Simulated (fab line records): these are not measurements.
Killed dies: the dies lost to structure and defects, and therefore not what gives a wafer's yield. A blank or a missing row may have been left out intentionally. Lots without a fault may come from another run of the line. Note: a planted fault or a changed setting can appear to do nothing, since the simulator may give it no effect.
fab line records    flow sky130
[record] lots = 6  wafers = 18  last_day = 52
route steps=708 shown VT_ADJUST_LVTN@116 VT_ADJUST_NCORE@119 VT_ADJUST_HVTR@131 PAD_OPEN@708
lots untouched by any fault: they come from a run of this same line in which no faults occurred
start_h: hours from the record's opening day to when the first of the lot's shown wafers began    wait_h: time in hours since the lot's previous step    " the same as in the row above    L1.1+2: a row that stands for several wafers    - no value, or no start was given    * or withheld: withheld    < > ~ a bound
route shown NAME@n: names a module that has steps shown in the file, with the first one's number in the route    usual: mean/standard deviation taken from wafers without a fault    same: alike in all rows    chamber/n: place in a boat    sites: the reading at each site    _std_site: their standard deviation    _edge_site: mean of outer sites minus mean of inner sites    radius_mm: for every site, how far away it sits from the centre of the wafer    mask NAME#n: copy n    behind: tool/chamber where the wafer was last shaped    hold: cause of the lot's hold/its duration in hours/its outcome    device: which transistor (n, p or np) failed to switch    end of line: the same wafers' tests at the end of the route    a step without rows: its recipe alone    killed: dies that structure and defects cost at the first sort, which is not the same as the wafer's yield    map: dies across one wafer; x = killed, . = not, _ = none there
set.NAME: the setting as run; set.NAME@STEP: as run at that earlier step    model.NAME: the simulator's own value behind a step, which no gauge read
lots at some steps of the route; a table a step, a row a wafer
services: from which hour (start_h, from the record's first day; less than 0 if before it) a tool's chamber was out of use, for how many hours, and why
[[steps]]
[step SKY_VT_ADJUST_LVTN_IMPLANT_19]
[recipe] species = B  energy_kev = 30  dose_cm2 = 6.5e+11  tilt_deg = withheld
[step SKY_VT_ADJUST_LVTN_STRIP_20]
[recipe] chemistry = O2/N2  power_w = 1400  pressure_mtorr = 1500  platen_temp_c = withheld  o2_flow_sccm = 3000  n2_flow_sccm = 300  overash_fraction = 0.5
[usual] drypump_motor_current_A = 5.55/0.27  oes_product_au = 0.715/0.0048  strip_time_to_endpoint_s = 14.20/0.041
lot.wafer  tool             chamber  start_h  wait_h  drypump_motor_current_A  oes_product_au  rf_hours_counter_h  strip_time_to_endpoint_s
L993.4     plasma_asher-03  1        200.74   0.1     5.17                     0.716           -                   14.23
L993.5     "                0        "        "       5.45                     0.714           -                   14.25
L993.6     "                1        "        "       5.14                     0.708           -                   14.23
L994.3     plasma_asher-02  0        201.11   0.1     5.80                     0.727           -                   14.28
L994.5     "                1        "        "       5.76                     0.706           -                   14.26
L994.6     "                0        "        "       5.78                     0.707           -                   14.26
L995.1     plasma_asher-02  1        202.18   0.1     5.77                     0.715           51                  14.28
L995.3     "                0        "        "       5.82                     0.722           -                   14.23
L995.5     "                1        "        "       5.78                     0.713           -                   14.23
L100.1     plasma_asher-03  0        206.11   0.1     5.46                     0.722           36                  14.11
L100.3     "                0        "        "       5.44                     0.706           -                   14.17
L100.5     "                1        "        "       5.19                     0.725           -                   14.13
L102.1     plasma_asher-02  0        331.78   0.1     5.79                     0.717           63                  14.16
L102.3     "                1        "        "       5.77                     0.718           -                   14.17
L102.6     "                1        "        "       5.78                     0.719           -                   14.20
L107.2     plasma_asher-03  0        343.03   0.1     5.46                     0.716           49                  14.17
L107.4     "                0        "        "       5.47                     0.721           -                   14.20
L107.6     "                0        "        "       5.47                     0.718           -                   14.18
[step SKY_VT_ADJUST_LVTN_TW_MEAS_21]
[usual] VT_ADJUST_LVTN_2_TW = 185.8/1.1
lot.wafer  tool           chamber  start_h  wait_h  VT_ADJUST_LVTN_2_TW
L993.4     film_metro-01  -        200.84   0.1     185.2
L993.5     "              -        "        "       184.9
L993.6     "              -        "        "       185.7
L994.3     film_metro-04  -        201.20   0.1     187.1
L994.5     "              -        "        "       188.0
L994.6     "              -        "        "       186.6
L995.1     film_metro-01  -        202.28   0.1     184.8
L995.3     "              -        "        "       185.6
L995.5     "              -        "        "       184.1
L100.1     film_metro-01  -        206.21   0.1     186.0
L100.3     "              -        "        "       184.3
L100.5     "              -        "        "       185.0
L102.1     film_metro-03  -        331.88   0.1     185.2
L102.3     "              -        "        "       184.2
L102.6     "              -        "        "       185.3
L107.2     film_metro-04  -        343.14   0.1     186.7
L107.4     "              -        "        "       188.2
L107.6     "              -        "        "       188.3
[step SKY_VT_ADJUST_NCORE_DEHYDRATE_00]
[recipe] temp_c = 200  time_s = 60
[step SKY_VT_ADJUST_NCORE_HMDS_01]
[recipe] prime_time_s = 60  prime_temp_c = 120
[step SKY_VT_ADJUST_NCORE_COAT_02]
[recipe] resist = NOVOLAK  spin_rpm = 3000  resist_thk_nm = 1140
[step SKY_VT_ADJUST_NCORE_SOFTBAKE_03]
[recipe] temp_c = 90  time_s = 60  resist = NOVOLAK
[step SKY_VT_ADJUST_NCORE_EXPOSE_04]
[recipe] mask_id = LVTN_COMPLEMENT_THIN  na = 0.6  source_shape = conventional  sigma_outer = 0.6  polarization = unpolarized  target_cd_nm = 380  dose_mj = 139
[step SKY_VT_ADJUST_NCORE_PEB_05]
[recipe] temp_c = withheld  time_s = *  resist = NOVOLAK
[step SKY_VT_ADJUST_NCORE_DEVELOP_06]
[recipe] resist = NOVOLAK  developer = TMAH  develop_time_s = 60  dev_temp_c = 23
[step SKY_VT_ADJUST_NCORE_CD_MEAS_07]
[recipe] target_cd_nm = 380
[usual] cd_nm = 379.8/2.7
lot.wafer  tool       chamber  start_h  wait_h  cd_nm
L993.4     cd_sem-01  -        223.30   0.2     375.6
L993.5     "          -        "        "       379.9
L993.6     "          -        "        "       378.3
L994.3     cd_sem-01  -        223.51   0.1     382.6
L994.5     "          -        "        "       382.7
L994.6     "          -        "        "       381.7
L995.1     cd_sem-01  -        224.07   0.1     376.0
L995.3     "          -        "        "       375.1
L995.5     "          -        "        "       375.8
L100.1     cd_sem-01  -        227.49   0.2     376.8
L100.3     "          -        "        "       379.7
L100.5     "          -        "        "       379.1
L102.1     cd_sem-01  -        359.55   0.1     380.3
L102.3     "          -        "        "       379.0
L102.6     "          -        "        "       380.0
L107.2     cd_sem-01  -        370.94   0.1     381.9
L107.4     "          -        "        "       379.9
L107.6     "          -        "        "       378.3
[step SKY_VT_ADJUST_NCORE_OVL_MEAS_08]
[usual] VT_ADJUST_NCORE_OVL = 0.7/1.3
lot.wafer  tool        chamber  start_h  wait_h  VT_ADJUST_NCORE_OVL[nm]
L993.4     overlay-01  -        223.38   0.1     -0.2
L993.5     "           -        "        "       -1.5
L993.6     "           -        "        "       -1.1
L994.3     overlay-02  -        223.60   0.1     0.5
L994.5     "           -        "        "       1.9
L994.6     "           -        "        "       -0.8
L995.1     overlay-02  -        224.19   0.1     1.9
L995.3     "           -        "        "       1.3
L995.5     "           -        "        "       0.1
L100.1     overlay-02  -        227.61   0.1     -1.8
L100.3     "           -        "        "       -2.7
L100.5     "           -        "        "       -0.2
L102.1     overlay-01  -        359.67   0.1     1.4
L102.3     "           -        "        "       2.4
L102.6     "           -        "        "       0.3
L107.2     overlay-02  -        371.05   0.1     0.8
L107.4     "           -        "        "       -0.6
L107.6     "           -        "        "       1.5
[step SKY_VT_ADJUST_NCORE_IMPLANT_09]
[recipe] species = B  energy_kev = 10  dose_cm2 = 2.4e+12  tilt_deg = withheld
[usual] beam_on_s = 9.98/0.2  end_station_pressure_torr = 5.02e-06/2.8e-07  faraday_current_uA = 13.56/0.27
lot.wafer  tool          chamber  start_h  wait_h  beam_on_s  end_station_pressure_torr  faraday_current_uA
L993.4     implanter-03  0        223.47   0.1     9.96       5.08e-06                   13.65
L993.5     "             0        "        "       10.06      5.35e-06                   13.44
L993.6     "             0        "        "       10.34      5.2e-06                    13.10
L994.3     implanter-03  0        223.75   0.1     12.89      0.00011963                 10.59
L994.5     "             0        "        "       12.44      0.00011058                 10.96
L994.6     "             0        "        "       12.45      0.00012552                 11.00
L995.1     implanter-03  0        224.22   0.0     12.55      0.00011295                 10.92
L995.3     "             0        "        "       12.82      0.00010715                 10.64
L995.5     "             0        "        "       12.54      0.00011627                 10.95
L100.1     implanter-04  0        227.88   0.3     10.12      4.91e-06                   13.37
L100.3     "             0        "        "       9.97       5.21e-06                   13.65
L100.5     "             0        "        "       9.93       5.17e-06                   13.58
L102.1     implanter-01  0        359.70   0.0     9.83       4.82e-06                   13.82
L102.3     "             0        "        "       9.93       5.27e-06                   13.65
L102.6     "             0        "        "       9.73       4.86e-06                   13.93
L107.2     implanter-04  0        371.10   0.0     10.04      4.69e-06                   13.50
L107.4     "             0        "        "       10.31      5.13e-06                   13.09
L107.6     "             0        "        "       9.89       5.2e-06                    13.71
[step SKY_VT_ADJUST_NCORE_STRIP_10]
[recipe] chemistry = O2/N2  power_w = 1400  pressure_mtorr = 1500  platen_temp_c = withheld  o2_flow_sccm = 3000  n2_flow_sccm = 300  overash_fraction = 0.5
[usual] drypump_motor_current_A = 5.60/0.27  oes_product_au = 0.715/0.0045  strip_time_to_endpoint_s = 14.20/0.042
lot.wafer  tool             chamber  start_h  wait_h  drypump_motor_current_A  oes_product_au  rf_hours_counter_h  strip_time_to_endpoint_s
L993.4     plasma_asher-01  1        223.58   0.1     5.79                     0.707           -                   14.18
L993.5     "                1        "        "       5.76                     0.717           -                   14.20
L993.6     "                0        "        "       5.92                     0.719           -                   14.23
L994.3     plasma_asher-01  1        223.88   0.1     5.75                     0.716           -                   14.27
L994.5     "                0        "        "       5.91                     0.717           -                   14.21
L994.6     "                1        "        "       5.76                     0.715           -                   14.23
L995.1     plasma_asher-03  0        224.37   0.1     5.47                     0.716           38                  14.18
L995.3     "                0        "        "       5.49                     0.709           -                   14.23
L995.5     "                1        "        "       5.14                     0.719           -                   14.17
L100.1     plasma_asher-01  1        228.03   0.1     5.74                     0.717           49                  14.18
L100.3     "                0        "        "       5.91                     0.712           -                   14.16
L100.5     "                1        "        "       5.72                     0.718           -                   14.18
L102.1     plasma_asher-04  0        359.85   0.1     5.79                     0.716           22                  14.16
L102.3     "                1        "        "       5.77                     0.712           -                   14.20
L102.6     "                1        "        "       5.80                     0.717           -                   14.15
L107.2     plasma_asher-04  0        371.23   0.1     5.80                     0.720           23                  14.23
L107.4     "                0        "        "       5.81                     0.720           -                   14.24
L107.6     "                1        "        "       5.83                     0.715           -                   14.23
[step SKY_VT_ADJUST_NCORE_TW_MEAS_11]
[usual] VT_ADJUST_NCORE_TW = 218.0/2.9
lot.wafer  tool           chamber  start_h  wait_h  VT_ADJUST_NCORE_TW
L993.4     film_metro-02  -        223.68   0.1     222.6
L993.5     "              -        "        "       222.4
L993.6     "              -        "        "       222.0
L994.3     film_metro-02  -        223.97   0.1     238.7
L994.5     "              -        "        "       237.8
L994.6     "              -        "        "       237.4
L995.1     film_metro-01  -        224.47   0.1     230.2
L995.3     "              -        "        "       229.0
L995.5     "              -        "        "       230.4
L100.1     film_metro-01  -        228.13   0.1     216.1
L100.3     "              -        "        "       214.5
L100.5     "              -        "        "       216.1
L102.1     film_metro-01  -        359.95   0.1     216.2
L102.3     "              -        "        "       215.9
L102.6     "              -        "        "       215.3
L107.2     film_metro-01  -        371.34   0.1     215.6
L107.4     "              -        "        "       216.5
L107.6     "              -        "        "       216.1
[step SKY_VT_ADJUST_HVTR_DEHYDRATE_00]
[recipe] temp_c = 200  time_s = 60
[step SKY_PAD_OPEN_PROBE_99]
[usual] killed_at_M0_to_M3 = 45/6.3  killed_at_M4_up = 2.8/1.6  killed_at_contacts = 24/5.1  killed_at_front_end = 14/4.4  killed_at_other = 0.4/0.73  killed_dies = 86/9  killed_open = 47/7.8  killed_short = 39/6.6
[same] gross_dies = 492  killed_at_back_side = 0
lot.wafer  tool       chamber  start_h  wait_h  killed_at_M0_to_M3  killed_at_M4_up  killed_at_contacts  killed_at_front_end  killed_at_other  killed_dies  killed_open  killed_short  model.etest.nfet_16v.r_on_ohm_um  model.etest.pfet_16v.r_on_ohm_um  model.etest.pfet_g5v0d10v5.r_on_ohm_um  model.etest.tip_p.rs_ohm_sq  model.etest.pfet_01v8.r_on_ohm_um  model.etest.res_pwell_under_gate.rs_ohm_sq  model.etest.nfet_g5v0d10v5.r_on_ohm_um  model.etest.tip_p_5v.rs_ohm_sq
L994.3     prober-01  -        1136.70  0.2     40                  3                21                  13                   1                78           43           35            1.564e+04                         1.419e+04                         4429                                    6605                         2779                               2199                                        1930                                    2780
L994.5     prober-01  -        1136.80  0.2     49                  4                21                  6                    1                81           38           43            1.57e+04                          1.407e+04                         4387                                    6628                         2786                               2218                                        1932                                    2804
L994.6     prober-01  -        1136.85  0.2     49                  3                21                  12                   1                86           47           39            1.551e+04                         1.37e+04                          4318                                    6638                         2774                               2206                                        1916                                    2798
L993.4     prober-02  -        1138.25  0.2     53                  3                18                  24                   0                98           52           46            1.428e+04                         1.465e+04                         4706                                    6891                         2937                               2296                                        1877                                    2828
L993.5     prober-02  -        1138.30  0.2     43                  4                21                  17                   0                85           50           35            1.409e+04                         1.476e+04                         4601                                    6900                         2872                               2300                                        1867                                    2835
L993.6     prober-02  -        1138.35  0.2     49                  1                16                  18                   1                85           45           40            1.42e+04                          1.465e+04                         4674                                    6900                         2947                               2286                                        1864                                    2835
L995.1     prober-01  -        1139.90  0.3     30                  2                26                  24                   1                83           44           37            1.54e+04                          1.414e+04                         4415                                    6833                         2792                               2199                                        1916                                    2799
L995.3     prober-01  -        1140.00  0.4     62                  2                17                  22                   0                103          58           44            1.564e+04                         1.374e+04                         4471                                    6816                         2869                               2233                                        1943                                    2789
L995.5     prober-01  -        1140.10  0.4     48                  1                27                  17                   1                94           57           36            1.557e+04                         1.388e+04                         4491                                    6854                         2821                               2210                                        1939                                    2822
L100.1     prober-01  -        1147.54  0.1     43                  3                24                  20                   2                92           53           39            1.396e+04                         1.5e+04                           4818                                    6859                         2906                               2285                                        1878                                    2888
L100.3     prober-01  -        1147.64  0.2     51                  3                18                  24                   1                97           43           54            1.374e+04                         1.482e+04                         4730                                    6827                         2848                               2260                                        1843                                    2885
L100.5     prober-01  -        1147.74  0.2     41                  2                21                  11                   0                75           38           37            1.39e+04                          1.456e+04                         4775                                    6881                         2911                               2255                                        1873                                    2901
L102.1     prober-01  -        1229.03  0.1     39                  3                21                  13                   0                76           45           31            1.376e+04                         1.531e+04                         4645                                    6976                         2897                               2294                                        1823                                    2908
L102.3     prober-01  -        1229.13  0.2     47                  5                13                  16                   0                81           38           43            1.389e+04                         1.527e+04                         4666                                    6952                         2837                               2279                                        1820                                    2900
L102.6     prober-01  -        1229.28  0.2     49                  2                22                  8                    1                82           39           43            1.37e+04                          1.518e+04                         4587                                    7002                         2859                               2286                                        1808                                    2878
L107.2     prober-02  -        1244.26  0.1     44                  4                17                  15                   0                80           42           38            1.41e+04                          1.545e+04                         4756                                    6789                         2818                               2292                                        1878                                    2871
L107.4     prober-02  -        1244.36  0.2     45                  2                29                  14                   1                91           42           48            1.4e+04                           1.534e+04                         4754                                    6780                         2828                               2301                                        1886                                    2872
L107.6     prober-02  -        1244.46  0.2     43                  5                19                  12                   0                79           33           46            1.407e+04                         1.552e+04                         4746                                    6792                         2898                               2306                                        1885                                    2878
// killed by level:class
L994.3 CONTACT:geometric_particle:open=7 METAL1:geometric_particle:short=6 VIA3:geometric_particle:open=6 LI_CONTACT:geometric_particle:open=5 VIA1:geometric_particle:short=5 VIA1:geometric_particle:open=5 CONTACT:geometric_particle:short=4 METAL3:geometric_particle:short=4
L994.5 VIA1:geometric_particle:short=8 METAL1:geometric_particle:short=7 VIA1:geometric_particle:open=6 LOCAL_INTERCONNECT:geometric_particle:short=6 VIA3:geometric_particle:open=6 LI_CONTACT:geometric_particle:open=5 METAL2:geometric_particle:short=5 VIA2:geometric_particle:open=5
L994.6 VIA1:geometric_particle:open=13 VIA3:geometric_particle:open=12 CONTACT:geometric_particle:open=10 METAL1:geometric_particle:short=7 VIA1:geometric_particle:short=5 LI_CONTACT:geometric_particle:open=4 LOCAL_INTERCONNECT:geometric_particle:short=4 METAL2:geometric_particle:short=4
L993.4 VIA1:geometric_particle:open=11 VIA2:geometric_particle:open=8 METAL1:geometric_particle:short=7 POLY_GATE:geometric_particle:open=6 VIA3:geometric_particle:open=6 LI_CONTACT:geometric_particle:open=5 METAL2:geometric_particle:short=5 METAL3:geometric_particle:short=5
L993.5 CONTACT:geometric_particle:open=12 VIA1:geometric_particle:open=9 VIA3:geometric_particle:open=7 POLY_GATE:geometric_particle:open=7 METAL2:geometric_particle:short=7 LOCAL_INTERCONNECT:geometric_particle:short=5 METAL1:geometric_particle:short=5 POLY_GATE:geometric_particle:short=4
L993.6 VIA3:geometric_particle:open=7 LI_CONTACT:geometric_particle:open=6 CONTACT:geometric_particle:open=6 VIA1:geometric_particle:open=6 METAL2:geometric_particle:short=6 POLY_GATE:geometric_particle:short=5 POLY_GATE:geometric_particle:open=5 VIA1:geometric_particle:short=5
L995.1 CONTACT:geometric_particle:open=11 VIA1:geometric_particle:open=8 FIELD_ISO:geometric_particle:short=7 FIELD_ISO:geometric_particle:open=5 VIA1:geometric_particle:short=5 LI_CONTACT:geometric_particle:open=5 POLY_GATE:geometric_particle:open=4 LOCAL_INTERCONNECT:geometric_particle:short=4
L995.3 VIA1:geometric_particle:open=17 METAL1:geometric_particle:short=9 FIELD_ISO:geometric_particle:open=8 METAL2:geometric_particle:short=8 VIA3:geometric_particle:open=7 FIELD_ISO:geometric_particle:short=6 LI_CONTACT:geometric_particle:open=5 VIA2:geometric_particle:open=5
L995.5 VIA1:geometric_particle:open=14 CONTACT:geometric_particle:open=11 VIA2:geometric_particle:open=7 METAL2:geometric_particle:short=6 FIELD_ISO:geometric_particle:open=5 POLY_GATE:geometric_particle:open=5 LI_CONTACT:geometric_particle:short=5 LI_CONTACT:geometric_particle:open=5
L100.1 VIA1:geometric_particle:open=9 POLY_GATE:geometric_particle:open=7 LI_CONTACT:geometric_particle:open=7 CONTACT:geometric_particle:open=7 VIA2:geometric_particle:open=7 LOCAL_INTERCONNECT:geometric_particle:short=5 VIA1:geometric_particle:short=5 METAL1:geometric_particle:short=5
L100.3 METAL1:geometric_particle:short=10 VIA2:geometric_particle:open=9 FIELD_ISO:geometric_particle:short=8 VIA1:geometric_particle:open=6 FIELD_ISO:geometric_particle:open=5 VIA1:geometric_particle:short=5 LI_CONTACT:geometric_particle:open=5 VIA3:geometric_particle:short=5
L100.5 VIA1:geometric_particle:open=11 CONTACT:geometric_particle:open=7 LOCAL_INTERCONNECT:geometric_particle:short=6 VIA2:geometric_particle:short=5 VIA2:geometric_particle:open=5 VIA3:geometric_particle:open=5 FIELD_ISO:geometric_particle:short=4 CONTACT:geometric_particle:short=4
L102.1 VIA2:geometric_particle:open=8 VIA1:geometric_particle:open=7 LI_CONTACT:geometric_particle:open=7 CONTACT:geometric_particle:open=6 VIA3:geometric_particle:open=5 CONTACT:geometric_particle:short=5 METAL1:geometric_particle:short=5 FIELD_ISO:geometric_particle:open=4
L102.3 VIA1:geometric_particle:open=12 FIELD_ISO:geometric_particle:short=7 VIA2:geometric_particle:open=7 METAL1:geometric_particle:short=6 METAL2:geometric_particle:short=6 VIA3:geometric_particle:open=5 POLY_GATE:geometric_particle:short=4 LI_CONTACT:geometric_particle:open=3
L102.6 VIA1:geometric_particle:open=10 METAL3:geometric_particle:short=7 VIA2:geometric_particle:open=7 VIA3:geometric_particle:open=7 LOCAL_INTERCONNECT:geometric_particle:short=6 LI_CONTACT:geometric_particle:open=5 CONTACT:geometric_particle:open=5 METAL2:geometric_particle:short=5
L107.2 VIA1:geometric_particle:open=16 CONTACT:geometric_particle:open=6 FIELD_ISO:geometric_particle:short=5 LOCAL_INTERCONNECT:geometric_particle:short=5 VIA1:geometric_particle:short=5 VIA2:geometric_particle:open=5 FIELD_ISO:geometric_particle:open=4 METAL1:geometric_particle:short=4
L107.4 CONTACT:geometric_particle:open=11 VIA1:geometric_particle:open=11 METAL2:geometric_particle:short=8 METAL1:geometric_particle:short=7 LI_CONTACT:geometric_particle:open=6 CONTACT:geometric_particle:short=6 VIA1:geometric_particle:short=6 FIELD_ISO:geometric_particle:short=4
L107.6 VIA1:geometric_particle:open=9 METAL1:geometric_particle:short=6 METAL2:geometric_particle:short=6 CONTACT:geometric_particle:short=5 FIELD_ISO:geometric_particle:short=4 LI_CONTACT:geometric_particle:short=4 CONTACT:geometric_particle:open=4 VIA3:geometric_particle:open=4
[[services]]
tool             chamber  start_h  hours  kind
plasma_asher-02  -        184.67   1.7    repair
implanter-03     -        189.15   3.0    pm
plasma_asher-01  -        195.43   28.1   pm
implanter-01     -        197.64   49.4   pm
implanter-03     -        226.68   2.6    repair
plasma_asher-04  -        231.20   1.4    repair
implanter-04     -        285.81   5.3    pm
plasma_asher-03  -        305.90   2.0    repair
plasma_asher-02  -        306.55   4.2    repair
plasma_asher-04  -        329.49   5.1    repair
implanter-03     -        359.44   2.2    repair
[[key]]
[first_sign] step = SKY_VT_ADJUST_NCORE_IMPLANT_09  reading = end_station_pressure_torr  direction = up  sigmas = 99+  usual = 5.02e-06  struck = 0.00011535
[effect] step = SKY_VT_ADJUST_NCORE_IMPLANT_09  reading = beam_on_s  direction = up  sigmas = 13  usual = 9.98  struck = 12.61
[effect] step = SKY_VT_ADJUST_NCORE_TW_MEAS_11  reading = VT_ADJUST_NCORE_TW  direction = up  sigmas = 5.4  usual = 218.0  struck = 233.9
[model_effect] step = SKY_PAD_OPEN_PROBE_99  value = etest.nfet_16v.r_on_ohm_um  without = 1.415e+04  struck = 1.558e+04
met_at SKY_VT_ADJUST_NCORE_IMPLANT_09
struck_wafers L994.3,L994.5,L994.6,L995.1,L995.3,L995.5
tester_left_out L994,L995
onset_between 223.47 223.75
[fault] kind = process_parameter_drift  tool = implanter-03  chamber = -  onset_h = 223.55  steps = SKY_VT_ADJUST_NCORE_IMPLANT_09  channel = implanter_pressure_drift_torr  offset = 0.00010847  shape = step  end_h = 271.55
[fault] kind = process_parameter_drift  tool = implanter-03  chamber = -  onset_h = 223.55  steps = SKY_VT_ADJUST_NCORE_IMPLANT_09  channel = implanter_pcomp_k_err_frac  offset = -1  shape = step  end_h = 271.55
// tester_left_out: of these lots the tester's yield and bins aren't shown, on N5 and GAA mostly nor the transistor test; their killed dies are dies lost to structure and defects alone, not to doping, threshold or leakage, so they don't give the yield
